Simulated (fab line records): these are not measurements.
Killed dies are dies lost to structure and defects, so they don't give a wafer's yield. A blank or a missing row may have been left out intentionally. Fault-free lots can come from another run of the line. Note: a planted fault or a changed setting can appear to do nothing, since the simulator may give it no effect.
What tool caused it? -- flow sky130 -- 6 lots, 18 wafers sampled, at 2 steps of a route of 708

== WHAT EACH GAUGE READ, for each wafer ==
SKY_VT_ADJUST_HVTR_TW_MEAS_11.
lot,measured,on,VT_ADJUST_HVTR_TW
L340,day 9 15:53,film-metro-02,211.8 210.6 212.1
L345,day 11 07:58,film-metro-01,210.5 210.7 210.9
L348,day 12 05:47,film-metro-01,209.0 210.3 209.5
L356,day 14 18:37,film-metro-04,214.9 213.1 213.8
L358,day 15 05:29,film-metro-02,211.9 211.1 211.9
L362,day 16 14:53,film-metro-02,213.6 214.0 213.6

== EACH LOT AND THE TOOL THAT RAN IT (in order: tool; ch and the chambers of the sampled wafers; start) ==
lot,SKY_VT_ADJUST_HVTR_STRIP_10
L340,"plasma-asher-03 ch 0,1, day 9 15:48"
L345,"plasma-asher-03 ch 0,1, day 11 07:52"
L348,"plasma-asher-03 ch 1, day 12 05:41"
L356,"plasma-asher-04 ch 0,1, day 14 18:31"
L358,"plasma-asher-03 ch 0,1, day 15 05:23"
L362,"plasma-asher-03 ch 0,1, day 16 14:47"
- SKY_VT_ADJUST_HVTR_STRIP_10: strips in O2/N2.

== THE ANSWER, worked out from the rows above alone ==
Rule: what is usual is taken from the lots themselves. The widest of any qualifying gaps counts: lots, ordered by their means at a reading, are off when they make up no more than a third of the lots, leave a main group of 4 or more, and stand apart from it by 3 or more times the standard deviation of that group's means. Not used: any main group whose means are identical at the precision the tables above print for the reading. Also off: a lot with no number at a reading for which 4 or more lots have one. The other lots that the step has rows for count as sound.
None of the lots is off at any reading shown; this tells nothing.

== WHAT THE SIMULATOR HAD INSERTED ==
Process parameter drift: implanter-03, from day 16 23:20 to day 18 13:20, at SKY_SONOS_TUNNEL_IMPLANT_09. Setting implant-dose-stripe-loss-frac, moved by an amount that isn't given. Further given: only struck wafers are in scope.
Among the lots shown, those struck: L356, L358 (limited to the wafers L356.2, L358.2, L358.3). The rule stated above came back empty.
